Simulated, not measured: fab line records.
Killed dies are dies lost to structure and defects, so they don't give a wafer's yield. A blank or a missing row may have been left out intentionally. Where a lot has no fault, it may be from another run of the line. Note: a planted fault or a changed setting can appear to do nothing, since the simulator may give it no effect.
fab line records -- flow sfq-line
record: lots: 7, wafers: 21, last-day: 85
route steps=325 shown L0V@17 M0@28 I0@43 M1@58 M8@325
lots that met no fault: from a run of the same line without faults
start-h: the number of hours between the record's first day and the start of the first shown wafer of the lot -- wait-h: how many hours have passed since the lot's step before this one -- " unchanged from the row above -- L1.1+2: one row covering several wafers at once -- - no value present, or no start provided -- * or withheld: withheld -- < > ~ a bound
route shown NAME@n: names a module that has steps shown in the file, with the first one's number in the route -- usual: the fault-free wafers' mean and standard deviation -- same: alike in all rows -- chamber/n: place in a boat -- sites: per-site readings -- _std_site: the standard deviation of these -- _edge_site: inner sites' mean taken away from outer sites' mean -- radius-mm: how far each site lies from the wafer's centre -- mask NAME#n: copy n -- behind: the last tool/chamber to shape the wafer -- hold: what put the lot on hold/how long, in hours/how the hold closed -- device: transistor that didn't switch, given as n, p or np -- end of line: the tests these same wafers got at the end of their route -- step lacking rows: just its recipe -- killed: at the first sort, the dies lost to defects and structure; wafer yield is something else -- map: a wafer's dies, marking killed ones x, the rest . and places with no die _
set.NAME: the setting the step ran with; set.NAME@STEP: the setting that earlier step ran with -- model.NAME: the simulator's own value behind a step, which no gauge read
certain route steps with their lots: each step a table, each wafer a row
services: when a tool's chamber went out of use (start-h, in hours from the record's first day, below 0 if earlier), for how many hours, and the reason
== steps ==
step: SFQ_TRILAYER_L0_VIA_LITHO_COAT_018
recipe: resist: BARC, spin-rpm: 3000, resist-thk-nm: 62
step: SFQ_TRILAYER_L0_VIA_LITHO_COAT_013
recipe: resist: KrF, spin-rpm: 3000, resist-thk-nm: 650
step: SFQ_TRILAYER_L0_VIA_LITHO_SOFTBAKE_017
recipe: temp-c: withheld, time-s: withheld, resist: KrF
step: SFQ_TRILAYER_L0_VIA_LITHO_EXPOSE_014
recipe: mask-id: L0V, na: 0.6, source-shape: conventional, sigma-outer: 0.65, target-cd-nm: 700, dose-mj: 21.3
step: SFQ_TRILAYER_L0_VIA_LITHO_PEB_016
recipe: peb-temp-c: 115, peb-time-s: 60, resist: KrF
step: SFQ_TRILAYER_L0_VIA_LITHO_DEVELOP_015
recipe: time-s: 60, resist: KrF
step: SFQ_L0V_OVL_MEAS_903
usual: L0V_OVL: 0/5
lot.wafer,tool,chamber,start-h,wait-h,L0V_OVL[nm]
L351.2,overlay-01,-,200.85,0.1,0
L351.5,overlay-01,-,200.85,0.1,-1
L351.6,overlay-01,-,200.85,0.1,-5
L356.1,overlay-01,-,226.45,0.1,7
L356.4,overlay-01,-,226.45,0.1,11
L356.6,overlay-01,-,226.45,0.1,10
L357.1,overlay-01,-,235.29,0.1,1
L357.2,overlay-01,-,235.29,0.1,0
L357.5,overlay-01,-,235.29,0.1,0
L358.1,overlay-02,-,244.89,0.1,-1
L358.3,overlay-02,-,244.89,0.1,-8
L358.5,overlay-02,-,244.89,0.1,-2
L363.3,overlay-02,-,309.41,0.1,-1
L363.4,overlay-02,-,309.41,0.1,1
L363.6,overlay-02,-,309.41,0.1,-2
L364.4,overlay-01,-,321.13,0.1,-7
L364.5,overlay-01,-,321.13,0.1,-4
L364.6,overlay-01,-,321.13,0.1,-7
L365.1,overlay-02,-,325.91,0.1,-5
L365.3,overlay-02,-,325.91,0.1,-8
L365.6,overlay-02,-,325.91,0.1,-4
step: SFQ_TRILAYER_L0_VIA_BARC_OPEN_VIA_ETCH_021
recipe: mask-material: PR, chemistry: O2, target-depth-nm: 125, target: BARC, source-w: 500, bias-w: 80, pressure-mtorr: 30, time-s: 41.7
usual: drypump-motor-current-A: 5.5/0.37, oes-product-au: 0.685/0.0047
lot.wafer,tool,chamber,start-h,wait-h,drypump-motor-current-A,oes-product-au,rf-hours-counter-h
L351.2,rie-diel-03,1,200.88,0.0,4.8,0.678,5
L351.5,rie-diel-03,0,200.88,0.0,5.8,0.690,-
L351.6,rie-diel-03,1,200.88,0.0,4.8,0.680,-
L356.1,rie-diel-04,2,226.49,0.0,5.2,0.685,121
L356.4,rie-diel-04,1,226.49,0.0,6.0,0.678,1
L356.6,rie-diel-04,0,226.49,0.0,5.8,0.684,-
L357.1,rie-diel-03,1,235.33,0.0,4.8,0.677,6
L357.2,rie-diel-03,2,235.33,0.0,6.1,0.684,2
L357.5,rie-diel-03,1,235.33,0.0,4.8,0.686,-
L358.1,rie-diel-01,3,244.93,0.0,5.7,0.680,6
L358.3,rie-diel-01,0,244.93,0.0,5.1,0.695,69
L358.5,rie-diel-01,3,244.93,0.0,5.7,0.681,-
L363.3,rie-diel-04,1,309.43,0.0,6.0,0.683,2
L363.4,rie-diel-04,2,309.43,0.0,5.3,0.684,122
L363.6,rie-diel-04,0,309.43,0.0,5.8,0.687,-
L364.4,rie-diel-04,1,321.15,0.0,6.0,0.688,2
L364.5,rie-diel-04,3,321.15,0.0,5.4,0.680,-
L364.6,rie-diel-04,0,321.15,0.0,5.8,0.687,-
L365.1,rie-diel-03,1,325.95,0.0,4.8,0.674,7
L365.3,rie-diel-03,0,325.95,0.0,5.9,0.682,94
L365.6,rie-diel-03,1,325.95,0.0,4.8,0.678,-
step: SFQ_TRILAYER_L0_VIA_ETCH_VIA_ETCH_016
recipe: target: SiO2, stop-on: MoNx_KI, mask-material: PR, chemistry: CHF3, target-depth-nm: 80, source-w: 500, bias-w: 80, pressure-mtorr: 30, time-s: withheld
step: SFQ_TRILAYER_L0_VIA_STRIP_STRIP_017
recipe: gas: O2, power-w: 200, platen-temp-c: 40, overash-fraction: 0.65, chemistry: O2, pressure-mtorr: 50
step: SFQ_TRILAYER_L0_VIA_STRIP_SOLV_CLEAN_018
recipe: chemistry: NMP, temp-c: 70, time-s: 600
step: SFQ_TRILAYER_M0_DEP_PRE_CLEAN_020
recipe: gas: Ar, time-s: 15, bias-v: 250
step: SFQ_TRILAYER_M0_DEP_SPUTTER_019
recipe: material: Nb, base-pressure-pa: 1.33e-06, chamber-pressure-pa: 0.1333, substrate-temp-c: 20, resputter-cathode-voltage-v: 400, target-thk-nm: 200, power-w: 2000, time-s: 133.3
usual: cathode-dc-power-W: 2000.0/0.37, throttle-valve-pct: 29.3/0.96
lot.wafer,tool,chamber,start-h,wait-h,cathode-dc-power-W,throttle-valve-pct,model.Nb_of_TRILAYER_M0_DEP_SPUTTER_019.thk-nm
L351.2,pvd-sputter-06,-,202.37,0.0,1999.2,27.8,202.3
L351.5,pvd-sputter-06,-,202.37,0.0,2000.5,29.6,199.4
L351.6,pvd-sputter-06,-,202.37,0.0,2000.1,27.7,203.5
L356.1,pvd-sputter-04,-,227.98,0.0,2325.8,27.8,231
L356.4,pvd-sputter-04,-,227.98,0.0,2326.1,30.6,231.2
L356.6,pvd-sputter-04,-,227.98,0.0,2326.1,29.8,230
L357.1,pvd-sputter-04,-,236.81,0.0,2326.3,31.0,232.9
L357.2,pvd-sputter-04,-,236.81,0.0,2325.9,29.9,231.7
L357.5,pvd-sputter-04,-,236.81,0.0,2326.4,28.0,232.4
L358.1,pvd-sputter-04,-,245.81,0.0,2325.7,31.0,229
L358.3,pvd-sputter-04,-,245.81,0.0,2325.1,30.0,227.1
L358.5,pvd-sputter-04,-,245.81,0.0,2326.3,31.2,230.3
L363.3,pvd-sputter-04,-,310.32,0.0,2000.2,27.9,200.1
L363.4,pvd-sputter-04,-,310.32,0.0,2000.1,29.7,198.9
L363.6,pvd-sputter-04,-,310.32,0.0,1999.1,30.9,202.3
L364.4,pvd-sputter-05,-,322.04,0.0,2000.4,29.7,201.3
L364.5,pvd-sputter-05,-,322.04,0.0,2000.3,29.8,201
L364.6,pvd-sputter-05,-,322.04,0.0,1999.9,29.7,203.3
L365.1,pvd-sputter-05,-,326.84,0.0,2000.1,29.7,199.8
L365.3,pvd-sputter-05,-,326.84,0.0,1999.9,28.9,200.4
L365.6,pvd-sputter-05,-,326.84,0.0,1999.6,29.6,198.6
step: SFQ_M0_RS_MEAS_904
recipe: thk-meas-gauge: four-point-probe, reads: Nb_of_TRILAYER_M0_DEP_SPUTTER_019
usual: M0_NB_RS: 0.889/0.012
lot.wafer,tool,chamber,start-h,wait-h,M0_NB_RS[ohm/sq]
L351.2,film-metro-03,-,202.48,0.1,0.878
L351.5,film-metro-03,-,202.48,0.1,0.892
L351.6,film-metro-03,-,202.48,0.1,0.874
L356.1,film-metro-03,-,228.07,0.0,0.769
L356.4,film-metro-03,-,228.07,0.0,0.767
L356.6,film-metro-03,-,228.07,0.0,0.772
L357.1,film-metro-01,-,236.90,0.0,0.761
L357.2,film-metro-01,-,236.90,0.0,0.767
L357.5,film-metro-01,-,236.90,0.0,0.764
L358.1,film-metro-01,-,245.90,0.0,0.775
L358.3,film-metro-01,-,245.90,0.0,0.781
L358.5,film-metro-01,-,245.90,0.0,0.770
L363.3,film-metro-01,-,310.45,0.1,0.889
L363.4,film-metro-01,-,310.45,0.1,0.893
L363.6,film-metro-01,-,310.45,0.1,0.879
L364.4,film-metro-03,-,322.19,0.1,0.882
L364.5,film-metro-03,-,322.19,0.1,0.882
L364.6,film-metro-03,-,322.19,0.1,0.871
L365.1,film-metro-03,-,326.93,0.0,0.888
L365.3,film-metro-03,-,326.93,0.0,0.884
L365.6,film-metro-03,-,326.93,0.0,0.893
step: SFQ_TRILAYER_M0_LITHO_COAT_026
recipe: resist: BARC, spin-rpm: 3000, resist-thk-nm: 62
step: SFQ_TRILAYER_M0_LITHO_COAT_021
recipe: resist: KrF, spin-rpm: 3000, resist-thk-nm: 600
step: SFQ_TRILAYER_M0_LITHO_SOFTBAKE_025
recipe: temp-c: withheld, time-s: withheld, resist: KrF
step: SFQ_TRILAYER_M0_LITHO_EXPOSE_022
recipe: mask-id: M0, na: 0.6, source-shape: conventional, sigma-outer: 0.65, target-cd-nm: 500, dose-mj: 14.4
step: SFQ_TRILAYER_M0_LITHO_PEB_024
recipe: peb-temp-c: 115, peb-time-s: 60, resist: KrF
step: SFQ_TRILAYER_M0_LITHO_DEVELOP_023
recipe: time-s: 60, resist: KrF
step: SFQ_M0_OVL_MEAS_906
usual: M0_OVL: 1/6.5
lot.wafer,tool,chamber,start-h,wait-h,M0_OVL[nm]
L351.2,overlay-01,-,317.52,0.1,1
L351.5,overlay-01,-,317.52,0.1,11
L351.6,overlay-01,-,317.52,0.1,1
L356.1,overlay-01,-,350.84,0.1,-9
L356.4,overlay-01,-,350.84,0.1,-8
L356.6,overlay-01,-,350.84,0.1,-11
L357.1,overlay-02,-,363.09,0.1,6
L357.2,overlay-02,-,363.09,0.1,-4
L357.5,overlay-02,-,363.09,0.1,6
L358.1,overlay-01,-,374.02,0.1,10
L358.3,overlay-01,-,374.02,0.1,8
L358.5,overlay-01,-,374.02,0.1,4
L363.3,overlay-02,-,450.08,0.1,8
L363.4,overlay-02,-,450.08,0.1,-3
L363.6,overlay-02,-,450.08,0.1,-5
L364.4,overlay-01,-,464.61,0.1,13
L364.5,overlay-01,-,464.61,0.1,7
L364.6,overlay-01,-,464.61,0.1,9
L365.1,overlay-02,-,469.39,0.1,-6
L365.3,overlay-02,-,469.39,0.1,-10
L365.6,overlay-02,-,469.39,0.1,-11
step: SFQ_TRILAYER_M0_BARC_OPEN_METAL_ETCH_031
recipe: mask-material: PR, chemistry: O2, target-depth-nm: 125, target: BARC, icp-w: 600, bias-w: 80, pressure-mtorr: 10, time-s: 41.7
step: SFQ_TRILAYER_M0_ETCH_METAL_ETCH_024
recipe: target: Nb, stop-on: SiO2, mask-material: PR, chemistry: Cl2/Ar, target-depth-nm: 240, icp-w: 600, bias-w: 80, pressure-mtorr: 10, time-s: 120
usual: drypump-motor-current-A: 5.8/0.47, oes-product-au: 0.894/0.0078
lot.wafer,tool,chamber,start-h,wait-h,drypump-motor-current-A,oes-product-au,rf-hours-counter-h
L351.2,rie-metal-02,0,317.61,0.0,5.4,0.901,63
L351.5,rie-metal-02,1,317.61,0.0,6.2,0.895,-
L351.6,rie-metal-02,0,317.61,0.0,5.4,0.906,-
L356.1,rie-metal-03,0,350.94,0.0,6.2,0.976,16
L356.4,rie-metal-03,1,350.94,0.0,6.5,0.964,-
L356.6,rie-metal-03,0,350.94,0.0,6.2,0.973,-
L357.1,rie-metal-01,1,363.19,0.0,5.3,0.974,18
L357.2,rie-metal-01,0,363.19,0.0,5.5,0.973,0
L357.5,rie-metal-01,1,363.19,0.0,5.3,0.971,-
L358.1,rie-metal-02,0,374.11,0.0,5.5,0.974,71
L358.3,rie-metal-02,0,374.11,0.0,5.4,0.969,-
L358.5,rie-metal-02,0,374.11,0.0,5.5,0.969,-
L363.3,rie-metal-01,0,450.30,0.1,5.6,0.897,-
L363.4,rie-metal-01,0,450.30,0.1,5.6,0.889,-
L363.6,rie-metal-01,0,450.30,0.1,5.6,0.895,-
L364.4,rie-metal-02,0,464.73,0.1,5.4,0.900,-
L364.5,rie-metal-02,1,464.73,0.1,6.2,0.899,-
L364.6,rie-metal-02,0,464.73,0.1,5.4,0.902,-
L365.1,rie-metal-02,1,469.48,0.0,6.2,0.896,109
L365.3,rie-metal-02,1,469.48,0.0,6.2,0.899,-
L365.6,rie-metal-02,1,469.48,0.0,6.2,0.886,-
step: SFQ_TRILAYER_M0_STRIP_STRIP_025
recipe: gas: O2, power-w: 200, platen-temp-c: 40, overash-fraction: 0.65, chemistry: O2, pressure-mtorr: 50
step: SFQ_TRILAYER_M0_STRIP_SOLV_CLEAN_026
recipe: chemistry: NMP, temp-c: 70, time-s: 600
step: SFQ_TRILAYER_I0_DEP_PECVD_027
recipe: material: SiO2, temp-c: 150, time-s: 111.11, pressure-torr: 2.4, rf-w: 183.3, precursor: SiH4/N2O, target-thk-nm: 500
step: SFQ_TRILAYER_I0_CMP_CMP_028
recipe: material: SiO2, down-force-psi: 3, platen-rpm: 60, pad-velocity-m-s: 0.94248
usual: motor-current-A: 9.9/0.52, time-to-endpoint-s: 213/7.2
lot.wafer,tool,chamber,start-h,wait-h,motor-current-A,time-to-endpoint-s
L351.2,cmp-02,2,320.09,1.5,10.5,215
L351.6,cmp-02,3,320.09,1.5,9.1,209
L351.5,cmp-02,0,320.09,1.5,9.0,213
L356.1,cmp-01,3,352.53,0.7,9.0,209
L356.4,cmp-01,0,352.53,0.7,10.7,220
L356.6,cmp-01,3,354.53,2.6,9.5,218
L357.2,cmp-02,1,364.17,0.0,10.1,207
L357.1,cmp-02,0,365.67,1.5,10.0,207
L357.5,cmp-02,1,365.67,1.5,9.9,211
L358.1,cmp-02,0,375.09,0.0,9.7,212
L358.3,cmp-02,1,375.09,0.0,9.8,206
L358.5,cmp-02,1,377.59,2.5,10.0,217
L363.4,cmp-02,3,451.92,0.0,9.2,212
L363.3,cmp-02,0,451.92,0.0,9.3,213
L363.6,cmp-02,3,453.92,2.0,8.9,217
L364.4,cmp-01,0,467.76,1.9,11.1,212
L364.5,cmp-01,1,467.76,1.9,9.9,229
L364.6,cmp-01,2,467.76,1.9,10.2,218
L365.3,cmp-02,3,472.13,1.2,9.4,206
L365.1,cmp-02,1,473.13,2.2,9.7,205
L365.6,cmp-02,2,473.13,2.2,10.0,217
step: SFQ_I0_BOW_MEAS_907
recipe: mode: bow
usual: I0_BOW: -1/6.5
lot.wafer,tool,chamber,start-h,wait-h,I0_BOW[um]
L351.2,film-metro-01,-,321.61,1.0,1
L351.5,film-metro-01,-,321.61,1.0,-4
L351.6,film-metro-01,-,321.61,1.0,2
L356.1,film-metro-01,-,355.53,2.5,-2
L356.4,film-metro-01,-,355.53,2.5,-1
L356.6,film-metro-01,-,355.53,2.5,4
L357.1,film-metro-04,-,367.17,1.0,5
L357.2,film-metro-04,-,367.17,1.0,-3
L357.5,film-metro-04,-,367.17,1.0,3
L358.1,film-metro-02,-,378.09,2.5,-4
L358.3,film-metro-02,-,378.09,2.5,-6
L358.5,film-metro-02,-,378.09,2.5,-3
L363.3,film-metro-02,-,454.96,2.0,-1
L363.4,film-metro-02,-,454.96,2.0,10
L363.6,film-metro-02,-,454.96,2.0,-2
L364.4,film-metro-04,-,469.32,1.1,1
L364.5,film-metro-04,-,469.32,1.1,-11
L364.6,film-metro-04,-,469.32,1.1,-6
L365.1,film-metro-02,-,474.63,1.0,-12
L365.3,film-metro-02,-,474.63,1.0,-15
L365.6,film-metro-02,-,474.63,1.0,-2
step: SFQ_TRILAYER_I0_METRO_MEASURE_029
usual: thk-nm: 200.0/1.2
lot.wafer,tool,chamber,start-h,wait-h,thk-nm
L351.2,film-metro-01,-,321.91,0.3,200.8
L351.5,film-metro-01,-,321.91,0.3,202.1
L351.6,film-metro-01,-,321.91,0.3,201.5
L356.1,film-metro-01,-,355.65,0.1,199.8
L356.4,film-metro-01,-,355.65,0.1,200.3
L356.6,film-metro-01,-,355.65,0.1,199.0
L357.1,film-metro-04,-,367.29,0.1,200.2
L357.2,film-metro-04,-,367.29,0.1,199.9
L357.5,film-metro-04,-,367.29,0.1,201.3
L358.1,film-metro-02,-,378.21,0.1,200.5
L358.3,film-metro-02,-,378.21,0.1,200.5
L358.5,film-metro-02,-,378.21,0.1,200.4
L363.3,film-metro-02,-,455.44,0.5,201.4
L363.4,film-metro-02,-,455.44,0.5,200.4
L363.6,film-metro-02,-,455.44,0.5,199.3
L364.4,film-metro-04,-,469.98,0.6,198.7
L364.5,film-metro-04,-,469.98,0.6,201.7
L364.6,film-metro-04,-,469.98,0.6,200.5
L365.1,film-metro-02,-,474.75,0.1,198.9
L365.3,film-metro-02,-,474.75,0.1,200.2
L365.6,film-metro-02,-,474.75,0.1,200.7
step: SFQ_TRILAYER_I0_VIA_LITHO_COAT_036
recipe: resist: BARC, spin-rpm: 3000, resist-thk-nm: 62
step: SFQ_TRILAYER_I0_VIA_LITHO_COAT_031
recipe: resist: KrF, spin-rpm: 3000, resist-thk-nm: 650
step: SFQ_TRILAYER_I0_VIA_LITHO_SOFTBAKE_035
recipe: temp-c: withheld, time-s: withheld, resist: KrF
step: SFQ_TRILAYER_I0_VIA_LITHO_EXPOSE_032
recipe: mask-id: I0, na: 0.6, source-shape: conventional, sigma-outer: 0.65, target-cd-nm: 500, dose-mj: 21.3
step: SFQ_TRILAYER_I0_VIA_LITHO_PEB_034
recipe: peb-temp-c: 115, peb-time-s: 60, resist: KrF
step: SFQ_TRILAYER_I0_VIA_LITHO_DEVELOP_033
recipe: time-s: 60, resist: KrF
step: SFQ_I0_OVL_MEAS_908
usual: I0_OVL: -3/5.6
lot.wafer,tool,chamber,start-h,wait-h,I0_OVL[nm]
L351.2,overlay-01,-,453.79,0.1,7
L351.5,overlay-01,-,453.79,0.1,6
L351.6,overlay-01,-,453.79,0.1,11
L356.1,overlay-01,-,499.49,0.1,0
L356.4,overlay-01,-,499.49,0.1,4
L356.6,overlay-01,-,499.49,0.1,3
L357.1,overlay-01,-,515.09,0.1,0
L357.2,overlay-01,-,515.09,0.1,-1
L357.5,overlay-01,-,515.09,0.1,-3
L358.1,overlay-01,-,527.09,0.1,-11
L358.3,overlay-01,-,527.09,0.1,-6
L358.5,overlay-01,-,527.09,0.1,-9
L363.3,overlay-01,-,612.59,0.1,1
L363.4,overlay-01,-,612.59,0.1,-2
L363.6,overlay-01,-,612.59,0.1,2
L364.4,overlay-01,-,627.24,0.1,5
L364.5,overlay-01,-,627.24,0.1,2
L364.6,overlay-01,-,627.24,0.1,-1
L365.1,overlay-01,-,633.23,0.1,-11
L365.3,overlay-01,-,633.23,0.1,-7
L365.6,overlay-01,-,633.23,0.1,-1
step: SFQ_TRILAYER_I0_VIA_BARC_OPEN_VIA_ETCH_046
recipe: mask-material: PR, chemistry: O2, target-depth-nm: 125, target: BARC, source-w: 500, bias-w: 80, pressure-mtorr: 30, time-s: 41.7
usual: drypump-motor-current-A: 5.6/0.31, oes-product-au: 0.685/0.0045
lot.wafer,tool,chamber,start-h,wait-h,drypump-motor-current-A,oes-product-au,rf-hours-counter-h
L351.2,rie-diel-02,0,453.82,0.0,5.5,0.689,4
L351.5,rie-diel-02,3,453.82,0.0,5.8,0.689,-
L351.6,rie-diel-02,2,453.82,0.0,5.5,0.680,-
L356.1,rie-diel-02,0,499.53,0.0,5.4,0.687,4
L356.4,rie-diel-02,3,499.53,0.0,5.8,0.685,3
L356.6,rie-diel-02,0,499.53,0.0,5.4,0.686,-
L357.1,rie-diel-02,1,515.13,0.0,5.8,0.679,2
L357.2,rie-diel-02,0,515.13,0.0,5.5,0.688,5
L357.5,rie-diel-02,0,515.13,0.0,5.5,0.689,-
L358.1,rie-diel-02,3,527.13,0.0,5.8,0.684,3
L358.3,rie-diel-02,0,527.13,0.0,5.5,0.683,5
L358.5,rie-diel-02,3,527.13,0.0,5.7,0.685,-
L363.3,rie-diel-02,0,612.62,0.0,5.5,0.687,6
L363.4,rie-diel-02,3,612.62,0.0,5.8,0.686,-
L363.6,rie-diel-02,1,612.62,0.0,5.7,0.690,-
L364.4,rie-diel-03,3,627.26,0.0,5.1,0.685,23
L364.5,rie-diel-03,1,627.26,0.0,4.8,0.683,-
L364.6,rie-diel-03,2,627.26,0.0,6.1,0.689,-
L365.1,rie-diel-03,1,633.26,0.0,4.8,0.685,10
L365.3,rie-diel-03,0,633.26,0.0,5.8,0.687,1
L365.6,rie-diel-03,1,633.26,0.0,4.8,0.685,-
step: SFQ_TRILAYER_I0_VIA_ETCH_VIA_ETCH_034
recipe: target: SiO2, stop-on: Nb, mask-material: PR, taper-deg: 20, chemistry: CHF3, target-depth-nm: 260, source-w: 500, bias-w: 80, pressure-mtorr: 30, time-s: withheld
usual: drypump-motor-current-A: 5.6/0.31, oes-product-au: 0.855/0.0056
lot.wafer,tool,chamber,start-h,wait-h,drypump-motor-current-A,oes-product-au
L351.2,rie-diel-02,0,453.86,0.0,5.4,0.857
L351.5,rie-diel-02,3,453.86,0.0,5.8,0.867
L351.6,rie-diel-02,2,453.86,0.0,5.6,0.850
L356.1,rie-diel-02,0,499.57,0.0,5.5,0.848
L356.4,rie-diel-02,3,499.57,0.0,5.8,0.846
L356.6,rie-diel-02,0,499.57,0.0,5.5,0.850
L357.1,rie-diel-02,1,515.17,0.0,5.7,0.859
L357.2,rie-diel-02,0,515.17,0.0,5.5,0.863
L357.5,rie-diel-02,0,515.17,0.0,5.4,0.866
L358.1,rie-diel-02,3,527.17,0.0,5.8,0.852
L358.3,rie-diel-02,0,527.17,0.0,5.5,0.864
L358.5,rie-diel-02,3,527.17,0.0,5.8,0.857
L363.3,rie-diel-02,0,612.66,0.0,5.5,0.859
L363.4,rie-diel-02,3,612.66,0.0,5.8,0.852
L363.6,rie-diel-02,1,612.66,0.0,5.8,0.855
L364.4,rie-diel-03,3,627.30,0.0,5.1,0.848
L364.5,rie-diel-03,1,627.30,0.0,4.8,0.857
L364.6,rie-diel-03,2,627.30,0.0,6.1,0.846
L365.1,rie-diel-03,1,633.30,0.0,4.8,0.860
L365.3,rie-diel-03,0,633.30,0.0,5.8,0.854
L365.6,rie-diel-03,1,633.30,0.0,4.8,0.855
step: SFQ_TRILAYER_I0_VIA_STRIP_STRIP_035
recipe: gas: O2, power-w: 200, platen-temp-c: 40, overash-fraction: 0.65, chemistry: O2, pressure-mtorr: 50
step: SFQ_TRILAYER_I0_VIA_STRIP_SOLV_CLEAN_036
recipe: chemistry: NMP, temp-c: 70, time-s: 600
step: SFQ_TRILAYER_M1_DEP_PRE_CLEAN_038
recipe: gas: Ar, time-s: 22.5, bias-v: 250
step: SFQ_M8_BOW_MEAS_951
recipe: mode: bow
usual: M8_BOW: 5/11
lot.wafer,tool,chamber,start-h,wait-h,M8_BOW[um],model.etest.m0.ohm-um,model.etest.i0.link-ohm,model.etest.m0.ohm-sq
L351.2,film-metro-01,-,1934.81,0.0,1,1.756,1.973,0.8784
L351.5,film-metro-01,-,1934.81,0.0,-5,1.789,1.976,0.8913
L351.6,film-metro-01,-,1934.81,0.0,3,1.738,1.965,0.8731
L356.1,film-metro-04,-,2015.43,0.0,1,1.534,1.845,0.7692
L356.4,film-metro-04,-,2015.43,0.0,1,1.546,1.855,0.7687
L356.6,film-metro-04,-,2015.43,0.0,7,1.537,1.855,0.7728
L357.1,film-metro-02,-,2019.03,0.0,14,1.513,1.838,0.7629
L357.2,film-metro-02,-,2019.03,0.0,7,1.542,1.852,0.767
L357.5,film-metro-02,-,2019.03,0.0,14,1.517,1.844,0.7645
L358.1,film-metro-01,-,2022.63,0.0,12,1.549,1.86,0.7761
L358.3,film-metro-01,-,2022.63,0.0,7,1.563,1.871,0.7825
L358.5,film-metro-01,-,2022.63,0.0,14,1.539,1.854,0.7716
L363.3,film-metro-04,-,2043.95,0.0,29,1.786,1.971,0.8879
L363.4,film-metro-04,-,2043.95,0.0,39,1.802,1.978,0.8933
L363.6,film-metro-04,-,2043.95,0.0,26,1.772,1.945,0.8786
L364.4,film-metro-01,-,2045.17,0.1,11,1.75,1.97,0.8827
L364.5,film-metro-01,-,2045.17,0.1,-1,1.762,1.955,0.884
L364.6,film-metro-01,-,2045.17,0.1,5,1.734,1.954,0.8741
L365.1,film-metro-01,-,2051.13,0.0,-8,1.79,1.964,0.8896
L365.3,film-metro-01,-,2051.13,0.0,-10,1.789,1.964,0.8869
L365.6,film-metro-01,-,2051.13,0.0,0,1.806,1.974,0.8946
== services ==
tool,chamber,start-h,hours,kind
rie-diel-03,0,235.89,4.1,repair
rie-diel-02,1,292.59,14.3,repair
cmp-02,-,293.40,1.1,repair
rie-diel-03,2,293.47,9.8,repair
rie-diel-02,-,312.66,0.5,repair
cmp-02,-,327.23,0.7,repair
cmp-02,-,347.01,5.6,pm
cmp-02,-,353.64,1.2,repair
rie-diel-03,1,388.71,4.3,repair
rie-diel-02,2,391.68,6.4,repair
rie-diel-02,0,398.65,9.3,repair
cmp-02,-,409.35,4.0,pm
rie-diel-02,2,413.32,5.1,repair
cmp-02,-,423.12,4.5,repair
rie-diel-03,2,447.65,29.4,repair
rie-diel-02,3,473.73,12.4,repair
rie-diel-02,2,511.69,12.7,repair
cmp-02,-,516.14,2.0,repair
rie-diel-02,-,546.72,2.8,pm
rie-diel-02,3,552.27,40.7,repair
rie-diel-02,1,566.85,6.0,repair
rie-diel-02,2,572.82,10.1,repair
rie-diel-03,-,580.26,2.8,pm
rie-diel-03,2,632.30,3.6,repair
== key ==
first-sign: step: SFQ_TRILAYER_M0_DEP_SPUTTER_019, reading: cathode-dc-power-W, direction: up, sigmas: 99+, usual: 2000.0, struck: 2326.0
effect: step: SFQ_M0_RS_MEAS_904, reading: M0_NB_RS, direction: down, sigmas: 10, usual: 0.889, struck: 0.769
effect: step: SFQ_TRILAYER_M0_ETCH_METAL_ETCH_024, reading: oes-product-au, direction: up, sigmas: 9.9, usual: 0.894, struck: 0.971
model-effect: step: SFQ_TRILAYER_M0_DEP_SPUTTER_019, value: Nb_of_TRILAYER_M0_DEP_SPUTTER_019.thk-nm, without: 198, struck: 230.6
model-effect: step: SFQ_M8_BOW_MEAS_951, value: etest.m0.ohm-um, without: 1.791, struck: 1.538
met-at SFQ_TRILAYER_M0_DEP_SPUTTER_019
struck-wafers L356.1,L356.4,L356.6,L357.1,L357.2,L357.5,L358.1,L358.3,L358.5
fault: kind: process-parameter-drift, tool: pvd-sputter-04, chamber: -, onset-h: 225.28, steps: SFQ_TRILAYER_M0_DEP_SPUTTER_019, channel: power-w, offset: 325.94, shape: step, end-h: 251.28, acts-in: these-recipes-only, stated: 2000
